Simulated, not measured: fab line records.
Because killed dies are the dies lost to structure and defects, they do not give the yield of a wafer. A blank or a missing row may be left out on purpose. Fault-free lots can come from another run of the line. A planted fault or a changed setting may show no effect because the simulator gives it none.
The tool behind it: which one? | flow gf180mcu | 27 wafers from 9 lots sampled at 4 of the route's 602 steps

== WHAT EACH GAUGE READ, for each wafer ==
GF_STI_THK_MEAS_30. Usual: STI_OXIDATION_02_THK 10.05 nm, standard deviation 0.19.
lot  | measured    | on            | STI_OXIDATION_02_THK (nm) | flag
L444 | day 2 08:37 | film_metro-02 | 10.21 10.00 10.13         |
L445 | day 2 14:14 | film_metro-02 | 10.22 10.02 9.89          |
L446 | day 2 18:04 | film_metro-01 | 9.67 9.84 9.88            |
L450 | day 3 12:44 | film_metro-03 | 9.86 10.13 9.94           |
L451 | day 3 18:52 | film_metro-01 | 9.86 9.89 9.75            |
L454 | day 4 09:08 | film_metro-02 | 11.22 11.21 11.22         | OFF
L456 | day 4 19:12 | film_metro-01 | 11.74 11.70 11.43         | OFF
L457 | day 5 00:46 | film_metro-03 | 9.99 10.01 10.02          |
L462 | day 6 04:22 | film_metro-02 | 10.11 10.11 10.14         |

GF_PSD_OVL_MEAS_08. Usual: PSD_OVL -0.3 nm, standard deviation 1.8.
lot  | measured     | on         | PSD_OVL (nm)   | flag
L444 | day 14 12:13 | overlay-01 | 1.0 0.1 -0.1   |
L445 | day 14 19:47 | overlay-02 | 0.2 0.7 0.7    |
L446 | day 15 03:43 | overlay-02 | -3.1 -1.7 -1.5 |
L450 | day 16 12:56 | overlay-01 | -1.0 0.5 -1.4  |
L451 | day 16 19:04 | overlay-01 | -2.2 -3.5 -3.8 |
L454 | day 17 19:37 | overlay-02 | 0.0 -0.8 0.0   |
L456 | day 18 10:34 | overlay-02 | -0.7 0.9 2.6   |
L457 | day 18 20:01 | overlay-02 | -1.4 -2.3 -1.8 |
L462 | day 20 15:04 | overlay-01 | -3.4 -3.9 -3.9 |

== WHICH TOOL RAN EACH LOT (tool, then ch and the chambers of the sampled wafers, then the start) ==
lot  | GF_STI_OXIDATION_29          | GF_POLY_GATE_STRIP_14
L444 | furnace-02 ch 0, day 2 07:13 | plasma_asher-02 ch 0,1, day 9 09:38
L445 | furnace-01 ch 0, day 2 12:50 | plasma_asher-02 ch 0,1, day 9 15:09
L446 | furnace-02 ch 0, day 2 16:40 | plasma_asher-04 ch 0,1, day 9 23:09
L450 | furnace-02 ch 0, day 3 11:20 | plasma_asher-01 ch 0,1, day 11 04:02
L451 | furnace-01 ch 0, day 3 17:28 | plasma_asher-04 ch 0,1, day 11 08:37
L454 | furnace-02 ch 0, day 4 07:44 | plasma_asher-01 ch 0,1, day 12 06:03
L456 | furnace-02 ch 0, day 4 17:49 | plasma_asher-02 ch 0,1, day 12 17:58
L457 | furnace-01 ch 0, day 4 23:22 | plasma_asher-01 ch 0,1, day 13 01:22
L462 | furnace-01 ch 0, day 6 02:58 | plasma_asher-04 ch 0,1, day 14 14:33
- GF_STI_OXIDATION_29: stabilise 600 s, purge 300 s, target thk 10 nm.
- GF_POLY_GATE_STRIP_14: strips in O2/N2.

== AS READ BY THE TOOLS THEMSELVES (means over the sampled wafers that have a number; for cases with no such wafer, the mark the record gives instead) ==
GF_STI_OXIDATION_29. Usual: spike_tc_top_C reads 914.7 C (standard deviation 1.2).
lot  | tool       | spike_tc_top_C (C) | flag
L444 | furnace-02 | 914.0              |
L445 | furnace-01 | 916.1              |
L446 | furnace-02 | 913.3              |
L450 | furnace-02 | 914.9              |
L451 | furnace-01 | 915.8              |
L454 | furnace-02 | 913.8              |
L456 | furnace-02 | 914.2              |
L457 | furnace-01 | 915.5              |
L462 | furnace-01 | 916.6              |

GF_POLY_GATE_STRIP_14. Usual: drypump_motor_current_A 5.7 A, standard deviation 0.39; heater_power_w 328 W, standard deviation 37; oes_product_au 0.504 a.u., standard deviation 0.0045.
lot  | tool            | drypump_motor_current_A (A) | heater_power_w (W) | oes_product_au (a.u.) | flag
L444 | plasma_asher-02 | 5.6                         | 341                | 0.505                 |
L445 | plasma_asher-02 | 5.5                         | 365                | 0.502                 |
L446 | plasma_asher-04 | 5.4                         | 306                | 0.505                 |
L450 | plasma_asher-01 | 6.3                         | 350                | 0.506                 |
L451 | plasma_asher-04 | 5.6                         | 288                | 0.507                 |
L454 | plasma_asher-01 | 6.1                         | 328                | 0.504                 |
L456 | plasma_asher-02 | 5.6                         | 343                | 0.505                 |
L457 | plasma_asher-01 | 6.3                         | 353                | 0.506                 |
L462 | plasma_asher-04 | 5.6                         | 301                | 0.505                 |

== THE ANSWER, worked out from the rows above alone ==
Rule: lot off if the mean of its wafers having a number is beyond 3 standard deviations from the usual mean. A lot without any number at a reading at which 4 lots or more have one is off too. The other lots that the step has rows for count as sound. First the gauges in route order, then the tools' own readings, where a lot's mean is used as printed above. The first step at which some lot is off is used, and at that step the reading that is off furthest; a lot without a number counts as furthest.
Off: L454, L456, seen at GF_STI_THK_MEAS_30 (STI_OXIDATION_02_THK).
A tool fits if, at a process step before that reading, it ran every lot that is off, and no sound lot after the first of them. Gauges at GF_STI_THK_MEAS_30: tried the same way as those tools. One fits: furnace-02 at GF_STI_OXIDATION_29. Its last sound lot is L450 (day 3 11:20), its first lot that is off L454 (day 4 07:44): a fault that began between those two fits.

== WHAT THE SIMULATOR HAD INSERTED ==
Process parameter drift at GF_STI_OXIDATION_29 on furnace-02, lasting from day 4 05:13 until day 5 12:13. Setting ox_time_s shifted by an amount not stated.
Shown lots that were struck: L454, L456. Same finding as the rule above.
